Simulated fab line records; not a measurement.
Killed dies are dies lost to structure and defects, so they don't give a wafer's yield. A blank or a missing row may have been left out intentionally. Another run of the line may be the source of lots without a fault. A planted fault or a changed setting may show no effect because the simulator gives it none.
fab line records	flow gf180mcu
record lots=6	wafers=18	last_day=34
route steps=602 shown V1@354 M2@362 V2@382
lots untouched by any fault: they come from a run of this same line in which no faults occurred
start_h: hours from the record's first day to the start of the lot's first wafer shown	wait_h: how many hours have passed since the lot's step before this one	" as in the row above	L1.1+2: a single row standing in for several wafers	- no value, or no start given	* or withheld: withheld	< > ~ a bound
route shown NAME@n: names a module that has steps shown in the file, with the first one's number in the route	usual: average and standard deviation across the fault-free wafers	same: alike in all rows	chamber/n: place in a boat	sites: each site's reading	_std_site: how widely they spread, as a standard deviation	_edge_site: the outer-site mean with the inner-site mean subtracted	radius_mm: how far each site lies from the wafer's centre	mask NAME#n: copy n	behind: the last tool/chamber to shape the wafer	hold: the reason the lot was held/the length of the hold in hours/how it ended	device: whichever transistor did not switch (one of n, p or np)	end of line: at the end of the route, the tests of the same wafers	where a step has no rows: the recipe by itself	killed: dies lost to structure and defects at the first sort, not the wafer's yield	map: dies across one wafer; x = killed, . = not, _ = none there
set.NAME: the run value of the setting; set.NAME@STEP: its run value at that earlier step	model.NAME: the simulator's own value behind a step, which no gauge read
lots seen at some steps along the route; tables by step, rows by wafer
services: when a tool's chamber went out of use (start_h, in hours from the record's first day, below 0 if earlier), for how many hours, and the reason
## steps
# step GF_V1_STRIP_19
# recipe chemistry=post_etch_residue_remover	time_s=1200	temp_c=72.5
# step GF_V1_CLEAN_20
# recipe chemistry=DIW	dry=n2_spin
# step GF_V1_SPUTTER_21
# recipe material=Ti	target_thk_nm=15	chamber_pressure_pa=4.79	power_w=2500	substrate_temp_c=200	time_s=80.02
# step GF_V1_SPUTTER_22
# recipe material=TiN	target_thk_nm=10	chamber_pressure_pa=5	power_w=4000	time_s=40
# usual throttle_valve_pct=29.7/1.1
lot.wafer	tool	chamber	start_h	wait_h	throttle_valve_pct
L810.1	pvd_sputter-03	-	459.05	0.0	28.7
L810.2	"	-	"	"	30.2
L810.6	"	-	"	"	28.7
L809.1	pvd_sputter-01	-	459.96	0.0	29.1
L809.2	"	-	"	"	30.0
L809.4	"	-	"	"	28.6
L811.2	pvd_sputter-03	-	475.22	0.0	30.4
L811.3	"	-	"	"	30.0
L811.4	"	-	"	"	28.8
L813.1	pvd_sputter-03	-	484.59	0.0	28.3
L813.2	"	-	"	"	32.1
L813.4	"	-	"	"	30.4
L824.1	pvd_sputter-01	-	575.79	0.0	29.6
L824.3	"	-	"	"	30.0
L824.4	"	-	"	"	29.0
L826.2	pvd_sputter-02	-	593.27	0.0	30.1
L826.3	"	-	"	"	29.6
L826.5	"	-	"	"	29.8
# step GF_V1_CVD_23
# recipe material=W	target_thk_nm=350	time_s=105.05	temp_c=400	pressure_torr=40
# step GF_V1_RS_MEAS_24
# recipe thk_meas_gauge=four-point-probe	reads=W_of_V1_CVD_23+TiN_of_V1_SPUTTER_22+Ti_of_V1_SPUTTER_21
# usual V1_W_RS=0.328/0.0035
lot.wafer	tool	chamber	start_h	wait_h	V1_W_RS[ohm/sq]
L810.1	film_metro-03	-	459.20	0.1	0.323
L810.2	"	-	"	"	0.326
L810.6	"	-	"	"	0.322
L809.1	film_metro-02	-	460.15	0.1	0.325
L809.2	"	-	"	"	0.326
L809.4	"	-	"	"	0.327
L811.2	film_metro-03	-	475.40	0.1	0.329
L811.3	"	-	"	"	0.333
L811.4	"	-	"	"	0.327
L813.1	film_metro-02	-	484.74	0.1	0.331
L813.2	"	-	"	"	0.328
L813.4	"	-	"	"	0.331
L824.1	film_metro-03	-	575.94	0.1	0.328
L824.3	"	-	"	"	0.333
L824.4	"	-	"	"	0.331
L826.2	film_metro-02	-	593.44	0.1	0.325
L826.3	"	-	"	"	0.327
L826.5	"	-	"	"	0.330
# step GF_V1_THK_MEAS_25
# recipe thk_meas_gauge=xrf	reads=W_of_V1_CVD_23
# usual V1_W_THK=376/5
lot.wafer	tool	chamber	start_h	wait_h	V1_W_THK[nm]
L810.1	film_metro-03	-	459.32	0.1	384
L810.2	"	-	"	"	380
L810.6	"	-	"	"	382
L809.1	film_metro-02	-	460.27	0.1	376
L809.2	"	-	"	"	376
L809.4	"	-	"	"	376
L811.2	film_metro-03	-	475.51	0.1	375
L811.3	"	-	"	"	372
L811.4	"	-	"	"	379
L813.1	film_metro-02	-	484.86	0.1	373
L813.2	"	-	"	"	379
L813.4	"	-	"	"	374
L824.1	film_metro-03	-	576.06	0.1	374
L824.3	"	-	"	"	369
L824.4	"	-	"	"	370
L826.2	film_metro-02	-	593.55	0.1	377
L826.3	"	-	"	"	376
L826.5	"	-	"	"	371
# step GF_V1_CMP_26
# recipe stop_on=SiO2	down_force_psi=3.5	platen_rpm=60	t_overpolish_s=15	target_thk_nm=0	pad_velocity_m_s=0.94248
# usual motor_current_A=10.9/1	overpolish_run_s=15.001/0.0094	platen_rpm=60.00/0.035	time_to_endpoint_s=86/3.7
lot.wafer	tool	chamber	start_h	wait_h	motor_current_A	overpolish_run_s	platen_rpm	time_to_endpoint_s
L810.2	cmp-01	2	459.38	0.0	9.2	15.007	60.05	85
L810.1	"	3	"	"	10.7	14.997	60.02	85
L810.6	"	2	"	"	9.1	14.995	60.01	88
L809.2	cmp-02	0	460.45	0.2	11.3	15.011	60.01	86
L809.4	"	2	"	"	10.4	15.002	60.00	86
L809.1	"	3	"	"	11.8	14.998	59.99	88
L811.4	cmp-01	2	475.56	0.0	9.0	15.004	60.00	89
L811.3	"	3	"	"	10.3	14.987	59.97	84
L811.2	"	0	"	"	11.1	15.003	60.00	84
L813.1	cmp-02	3	484.92	0.1	12.3	15.005	59.97	82
L813.4	"	0	"	"	11.3	15.001	59.98	87
L813.2	"	1	"	"	11.9	14.992	60.00	82
L824.3	cmp-01	1	576.12	0.0	11.4	15.006	60.03	92
L824.1	"	2	"	"	9.4	15.002	59.95	95
L824.4	"	3	"	"	10.2	14.994	60.14	93
L826.3	cmp-02	2	593.60	0.0	10.4	14.997	60.00	87
L826.2	"	0	"	"	11.4	15.005	60.00	83
L826.5	"	2	"	"	11.6	15.009	59.95	83
# step GF_M2_SPUTTER_00
# recipe material=Ti	target_thk_nm=37.5	arriving_ion_energy_ev=80	substrate_temp_c=200	chamber_pressure_pa=2	power_w=4000	time_s=150
# usual throttle_valve_pct=30.0/0.95
lot.wafer	tool	chamber	start_h	wait_h	throttle_valve_pct
L810.1	pvd_sputter-04	-	459.68	0.2	30.6
L810.2	"	-	"	"	30.1
L810.6	"	-	"	"	30.4
L809.1	pvd_sputter-04	-	460.75	0.1	30.5
L809.2	"	-	"	"	29.5
L809.4	"	-	"	"	30.4
L811.2	pvd_sputter-04	-	475.86	0.1	30.1
L811.3	"	-	"	"	30.4
L811.4	"	-	"	"	29.4
L813.1	pvd_sputter-02	-	485.22	0.2	30.2
L813.2	"	-	"	"	28.2
L813.4	"	-	"	"	29.8
L824.1	pvd_sputter-02	-	576.42	0.2	29.7
L824.3	"	-	"	"	28.1
L824.4	"	-	"	"	30.2
L826.2	pvd_sputter-03	-	593.90	0.1	30.4
L826.3	"	-	"	"	32.1
L826.5	"	-	"	"	30.4
# step GF_M2_SPUTTER_01
# recipe material=TiN	target_thk_nm=30	power_w=6500	time_s=25	chamber_pressure_pa=0.4
# step GF_M2_SPUTTER_02
# recipe material=AlCu	target_thk_nm=450	power_w=10600	time_s=23.9	chamber_pressure_pa=0.4
# step GF_M2_SPUTTER_03
# recipe material=Ti	target_thk_nm=10	substrate_temp_c=300	chamber_pressure_pa=0.3	power_w=3000	time_s=6.7
# step GF_M2_SPUTTER_04
# recipe material=TiN	target_thk_nm=50	power_w=6500	time_s=41.7	chamber_pressure_pa=0.4
# usual throttle_valve_pct=29.9/0.94
lot.wafer	tool	chamber	start_h	wait_h	throttle_valve_pct	model.TiN_of_M2_SPUTTER_04.thk_nm
L810.1	pvd_sputter-04	-	459.86	0.0	30.5	49.88
L810.2	"	-	"	"	30.3	49.82
L810.6	"	-	"	"	30.5	50
L809.1	pvd_sputter-04	-	460.93	0.0	30.6	57.27
L809.2	"	-	"	"	29.5	49.65
L809.4	"	-	"	"	30.1	49.72
L811.2	pvd_sputter-04	-	476.04	0.0	30.5	49.54
L811.3	"	-	"	"	30.6	56.89
L811.4	"	-	"	"	29.4	48.94
L813.1	pvd_sputter-02	-	485.41	0.0	30.2	49.14
L813.2	"	-	"	"	28.1	49.41
L813.4	"	-	"	"	29.8	49.82
L824.1	pvd_sputter-02	-	576.60	0.0	29.5	49.28
L824.3	"	-	"	"	28.3	49.25
L824.4	"	-	"	"	30.1	49.85
L826.2	pvd_sputter-03	-	594.09	0.0	30.1	49.52
L826.3	"	-	"	"	32.1	49.72
L826.5	"	-	"	"	30.3	49.63
# step GF_M2_RS_MEAS_05
# recipe thk_meas_gauge=four-point-probe	reads=TiN_of_M2_SPUTTER_04+Ti_of_M2_SPUTTER_03+AlCu_of_M2_SPUTTER_02+TiN_of_M2_SPUTTER_01+Ti_of_M2_SPUTTER_00
# usual M2_ALCU_RS=0.0695/0.00079
lot.wafer	tool	chamber	start_h	wait_h	M2_ALCU_RS[ohm/sq]
L810.1	film_metro-04	-	459.90	0.0	0.0696
L810.2	"	-	"	"	0.0683
L810.6	"	-	"	"	0.0686
L809.1	film_metro-03	-	460.99	0.0	0.0695
L809.2	"	-	"	"	0.0706
L809.4	"	-	"	"	0.0699
L811.2	film_metro-03	-	476.10	0.0	0.0700
L811.3	"	-	"	"	0.0695
L811.4	"	-	"	"	0.0702
L813.1	film_metro-02	-	485.45	0.0	0.0687
L813.2	"	-	"	"	0.0689
L813.4	"	-	"	"	0.0693
L824.1	film_metro-03	-	576.64	0.0	0.0685
L824.3	"	-	"	"	0.0694
L824.4	"	-	"	"	0.0692
L826.2	film_metro-03	-	594.15	0.0	0.0685
L826.3	"	-	"	"	0.0689
L826.5	"	-	"	"	0.0680
# step GF_M2_THK_MEAS_06
# recipe thk_meas_gauge=xrf	reads=AlCu_of_M2_SPUTTER_02
# usual M2_ALCU_THK=457/5.4
lot.wafer	tool	chamber	start_h	wait_h	M2_ALCU_THK[nm]
L810.1	film_metro-04	-	460.02	0.1	454
L810.2	"	-	"	"	464
L810.6	"	-	"	"	462
L809.1	film_metro-03	-	461.11	0.1	452
L809.2	"	-	"	"	452
L809.4	"	-	"	"	457
L811.2	film_metro-03	-	476.21	0.1	457
L811.3	"	-	"	"	450
L811.4	"	-	"	"	455
L813.1	film_metro-02	-	485.57	0.1	463
L813.2	"	-	"	"	461
L813.4	"	-	"	"	456
L824.1	film_metro-03	-	576.76	0.1	466
L824.3	"	-	"	"	459
L824.4	"	-	"	"	459
L826.2	film_metro-03	-	594.26	0.1	465
L826.3	"	-	"	"	461
L826.5	"	-	"	"	468
# step GF_M2_DEHYDRATE_07
# recipe temp_c=200	time_s=60
# step GF_M2_HMDS_08
# recipe prime_time_s=60	prime_temp_c=120
# step GF_M2_COAT_09
# recipe resist=KrF	spin_rpm=withheld	resist_thk_nm=1000
# step GF_M2_SOFTBAKE_10
# recipe temp_c=130	time_s=60	resist=KrF
# step GF_M2_EXPOSE_11
# recipe mask_id=Metal2	target_cd_nm=280	na=0.68	source_shape=conventional	sigma_outer=0.6	dose_mj=28
# step GF_M2_PEB_12
# recipe peb_temp_c=135	peb_time_s=90	resist=KrF
# step GF_M2_DEVELOP_13
# recipe develop_time_s=60	dev_temp_c=21
# step GF_M2_CD_MEAS_14
# recipe target_cd_nm=280
# usual cd_nm=280.5/1.3
lot.wafer	tool	chamber	start_h	wait_h	cd_nm
L810.1	cd_sem-01	-	484.55	0.1	281.6
L810.2	"	-	"	"	280.7
L810.6	"	-	"	"	281.4
L809.1	cd_sem-02	-	485.55	0.1	280.8
L809.2	"	-	"	"	281.6
L809.4	"	-	"	"	280.8
L811.2	cd_sem-02	-	499.72	0.1	280.8
L811.3	"	-	"	"	279.8
L811.4	"	-	"	"	279.7
L813.1	cd_sem-01	-	508.60	0.1	280.9
L813.2	"	-	"	"	281.1
L813.4	"	-	"	"	281.0
L824.1	cd_sem-02	-	598.03	0.1	280.4
L824.3	"	-	"	"	280.4
L824.4	"	-	"	"	282.2
L826.2	cd_sem-02	-	614.65	0.1	281.3
L826.3	"	-	"	"	282.0
L826.5	"	-	"	"	282.5
# step GF_M2_OVL_MEAS_15
# usual M2_OVL=-1/5.1
lot.wafer	tool	chamber	start_h	wait_h	M2_OVL[nm]
L810.1	overlay-02	-	484.67	0.1	0
L810.2	"	-	"	"	-4
L810.6	"	-	"	"	-6
L809.1	overlay-01	-	485.67	0.1	-2
L809.2	"	-	"	"	-10
L809.4	"	-	"	"	-3
L811.2	overlay-02	-	499.83	0.1	-2
L811.3	"	-	"	"	8
L811.4	"	-	"	"	4
L813.1	overlay-02	-	508.72	0.1	-8
L813.2	"	-	"	"	-3
L813.4	"	-	"	"	-4
L824.1	overlay-02	-	598.15	0.1	-3
L824.3	"	-	"	"	-3
L824.4	"	-	"	"	-5
L826.2	overlay-01	-	614.75	0.1	-1
L826.3	"	-	"	"	-1
L826.5	"	-	"	"	-5
# step GF_M2_METAL_ETCH_16
# recipe chemistry=Cl2/BCl3	mask_material=KrF	target_depth_nm=627.5	stop_on=SiO2	pressure_mtorr=8	icp_w=800	bias_w=140	Cl2_flow_sccm=80	bcl3_flow_sccm=40	time_s=99.59
# step GF_M2_STRIP_17
# recipe chemistry=O2/N2	power_w=1400	pressure_mtorr=1500	platen_temp_c=250	o2_flow_sccm=3000	n2_flow_sccm=300	overash_fraction=0.5
# usual drypump_motor_current_A=6.0/0.5	heater_power_w=328/41	oes_product_au=0.563/0.0047	strip_time_to_endpoint_s=8.00/0.051
lot.wafer	tool	chamber	start_h	wait_h	drypump_motor_current_A	heater_power_w	oes_product_au	rf_hours_counter_h	strip_time_to_endpoint_s
L810.1	plasma_asher-04	0	484.82	0.1	5.4	268	0.564	40	7.97
L810.2	"	1	"	"	5.6	351	0.558	40	8.06
L810.6	"	0	"	"	5.4	270	0.560	-	7.95
L809.1	plasma_asher-03	1	485.82	0.1	5.7	263	0.563	6	8.03
L809.2	"	0	"	"	5.7	358	0.566	6	7.98
L809.4	"	1	"	"	5.7	271	0.571	-	7.98
L811.2	plasma_asher-03	0	499.97	0.1	5.8	363	0.563	7	8.04
L811.3	"	1	"	"	5.7	273	0.565	-	7.95
L811.4	"	0	"	"	5.8	356	0.561	-	8.00
L813.1	plasma_asher-03	1	508.87	0.1	5.7	268	0.566	8	8.05
L813.2	"	0	"	"	5.8	353	0.566	8	8.01
L813.4	"	0	"	"	5.8	350	0.563	-	8.09
L824.1	plasma_asher-03	1	598.29	0.1	5.8	269	0.555	18	7.88
L824.3	"	1	"	"	5.7	278	0.563	-	7.89
L824.4	"	0	"	"	5.8	360	0.559	-	7.93
L826.2	plasma_asher-04	1	614.89	0.1	5.6	346	0.566	53	7.96
L826.3	"	0	"	"	5.5	271	0.560	-	7.89
L826.5	"	0	"	"	5.4	273	0.565	-	7.97
# step GF_M2_STRIP_18
# recipe chemistry=post_etch_residue_remover	time_s=1200	temp_c=72.5
# step GF_M2_CLEAN_19
# recipe chemistry=DIW	dry=n2_spin
# step GF_V2_CVD_00
# recipe material=SiO2	target_thk_nm=600	sigma_open_frac=0.3	temp_c=400	time_s=100	sih4_flow_sccm=60	pressure_mtorr=6
# step GF_V2_THK_MEAS_01
# recipe reads=SiO2_of_V2_CVD_00
# usual V2_CVD_00_THK=598/6.6
lot.wafer	tool	chamber	start_h	wait_h	V2_CVD_00_THK[nm]
L810.1	film_metro-04	-	485.46	0.0	607
L810.2	"	-	"	"	603
L810.6	"	-	"	"	601
L809.1	film_metro-02	-	486.43	0.0	594
L809.2	"	-	"	"	594
L809.4	"	-	"	"	591
L811.2	film_metro-02	-	500.59	0.0	609
L811.3	"	-	"	"	589
L811.4	"	-	"	"	602
L813.1	film_metro-02	-	509.50	0.0	600
L813.2	"	-	"	"	611
L813.4	"	-	"	"	597
L824.1	film_metro-02	-	598.91	0.0	607
L824.3	"	-	"	"	602
L824.4	"	-	"	"	591
L826.2	film_metro-02	-	615.51	0.0	600
L826.3	"	-	"	"	597
L826.5	"	-	"	"	588
# step GF_V2_CVD_02
# recipe material=SiO2	target_thk_nm=850	precursor=TEOS	temp_c=400	time_s=94.851	rf_w=600
# usual heater_power_w=645/130
lot.wafer	tool	chamber	start_h	wait_h	heater_power_w	since_wet_clean_h
L810.1	pecvd-01	1	485.52	0.1	701	727
L810.2	"	2	"	"	536	727
L810.6	"	1	"	"	720	-
L809.1	pecvd-04	1	486.49	0.1	530	104
L809.2	"	2	"	"	644	104
L809.4	"	0	"	"	641	-
L811.2	pecvd-03	1	500.64	0.0	679	326
L811.3	"	2	"	"	874	326
L811.4	"	0	"	"	643	-
L813.1	pecvd-03	1	509.56	0.1	708	335
L813.2	"	2	"	"	881	335
L813.4	"	2	"	"	742	-
L824.1	pecvd-04	0	598.97	0.1	656	216
L824.3	"	1	"	"	524	216
L824.4	"	0	"	"	722	-
L826.2	pecvd-01	0	615.56	0.0	483	10
L826.3	"	2	"	"	509	10
L826.5	"	0	"	"	492	-
# step GF_V2_THK_MEAS_03
# recipe reads=SiO2_of_V2_CVD_02
# usual V2_CVD_02_THK=852/11
lot.wafer	tool	chamber	start_h	wait_h	V2_CVD_02_THK[nm]
L810.1	film_metro-04	-	485.62	0.1	831
L810.2	"	-	"	"	831
L810.6	"	-	"	"	840
L809.1	film_metro-02	-	486.56	0.0	841
L809.2	"	-	"	"	840
L809.4	"	-	"	"	850
L811.2	film_metro-02	-	500.72	0.0	853
L811.3	"	-	"	"	860
L811.4	"	-	"	"	866
L813.1	film_metro-04	-	509.63	0.0	833
L813.2	"	-	"	"	847
L813.4	"	-	"	"	866
L824.1	film_metro-01	-	599.04	0.0	827
L824.3	"	-	"	"	854
L824.4	"	-	"	"	858
L826.2	film_metro-01	-	615.64	0.0	848
L826.3	"	-	"	"	855
L826.5	"	-	"	"	870
# step GF_V2_CMP_04
# recipe material=SiO2	down_force_psi=4	platen_rpm=60	pad_velocity_m_s=0.94248
# step GF_V2_BOW_MEAS_05
# recipe mode=bow
# usual V2_BOW=102/8.4
lot.wafer	tool	chamber	start_h	wait_h	V2_BOW[um]
L810.1	film_metro-02	-	485.98	0.2	117
L810.2	"	-	"	"	104
L810.6	"	-	"	"	114
L809.1	film_metro-02	-	486.92	0.2	104
L809.2	"	-	"	"	109
L809.4	"	-	"	"	106
L811.2	film_metro-02	-	501.09	0.3	106
L811.3	"	-	"	"	97
L811.4	"	-	"	"	103
L813.1	film_metro-04	-	509.99	0.1	90
L813.2	"	-	"	"	109
L813.4	"	-	"	"	107
L824.1	film_metro-04	-	599.40	0.1	106
L824.3	"	-	"	"	124
L824.4	"	-	"	"	123
L826.2	film_metro-01	-	616.01	0.2	100
L826.3	"	-	"	"	104
L826.5	"	-	"	"	114
# step GF_V2_DEHYDRATE_06
# recipe temp_c=200	time_s=60
# step GF_V2_HMDS_07
# recipe prime_time_s=60	prime_temp_c=120
# step GF_V2_COAT_08
# recipe resist=BARC	temp_c=withheld	time_s=withheld	spin_rpm=withheld	resist_thk_nm=withheld
# step GF_V2_COAT_09
# recipe resist=KrF	spin_rpm=withheld	resist_thk_nm=1000
# step GF_V2_SOFTBAKE_10
# recipe temp_c=130	time_s=60	resist=KrF
# step GF_V2_EXPOSE_11
# recipe mask_id=Via2	target_cd_nm=260	na=0.68	source_shape=conventional	sigma_outer=0.6	dose_mj=38
# step GF_V2_PEB_12
# recipe peb_temp_c=135	peb_time_s=90	resist=KrF
# step GF_V2_DEVELOP_13
# recipe develop_time_s=60	resist=KrF	dev_temp_c=21
# step GF_V2_STRIP_19
# recipe chemistry=post_etch_residue_remover	time_s=1200	temp_c=72.5
lot.wafer	tool	chamber	start_h	wait_h	model.TiN_of_M2_SPUTTER_04.thk_nm
L810.1	wet_bench-02	0	509.79	0.1	49.05
L810.2	"	0	"	"	48.98
L810.6	"	0	"	"	49.16
L809.1	wet_bench-01	0	511.40	0.1	56.44
L809.2	"	0	"	"	48.81
L809.4	"	0	"	"	48.88
L811.2	wet_bench-01	0	524.11	0.1	48.69
L811.3	"	0	"	"	56.04
L811.4	"	0	"	"	48.09
L813.1	wet_bench-02	2	533.71	0.1	48.31
L813.2	"	2	"	"	48.58
L813.4	"	2	"	"	48.99
L824.1	wet_bench-03	1	619.91	0.1	48.45
L824.3	"	1	"	"	48.42
L824.4	"	1	"	"	49.02
L826.2	wet_bench-01	3	636.41	0.1	48.68
L826.3	"	3	"	"	48.88
L826.5	"	3	"	"	48.78
## services
tool	chamber	start_h	hours	kind
plasma_asher-04	-	442.95	3.0	repair
plasma_asher-03	-	450.34	0.6	repair
pecvd-03	-	459.51	3.2	repair
cmp-01	-	466.70	1.0	repair
pecvd-04	-	469.33	5.5	pm
cmp-01	-	480.65	5.1	repair
pvd_sputter-04	-	482.27	6.6	repair
plasma_asher-03	-	488.28	3.0	repair
pvd_sputter-03	-	488.34	3.2	repair
pvd_sputter-02	-	509.57	7.5	repair
pvd_sputter-04	-	513.08	6.4	repair
pecvd-04	-	515.86	27.6	repair
cmp-01	-	520.06	1.1	repair
plasma_asher-04	-	525.43	10.4	pm
pvd_sputter-01	-	532.12	3.2	repair
pvd_sputter-02	-	538.51	15.4	repair
pvd_sputter-01	-	548.85	2.0	repair
plasma_asher-04	-	571.17	4.1	repair
cmp-01	-	572.11	4.0	pm
pecvd-01	-	591.12	14.0	pm
pvd_sputter-03	-	622.29	23.7	repair
pvd_sputter-02	-	626.18	3.9	repair
wet_bench-01	-	626.79	6.0	repair
pvd_sputter-02	-	628.41	2.7	repair
## key
first_sign none at tools or gauges
model_effect step=GF_M2_SPUTTER_04	value=TiN_of_M2_SPUTTER_04.thk_nm	without=49.59	struck=57.08
model_effect step=GF_V2_STRIP_19	value=TiN_of_M2_SPUTTER_04.thk_nm	without=48.75	struck=56.24
met_at GF_M2_SPUTTER_04
struck_wafers L809.1,L811.3
onset_between 459.86 460.93
fault kind=process_parameter_drift	tool=pvd_sputter-04	chamber=-	onset_h=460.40	steps=GF_M2_SPUTTER_04	channel=time_s	offset=*	shape=step	end_h=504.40	acts_in=*	stated=*	scope=struck_wafers_only
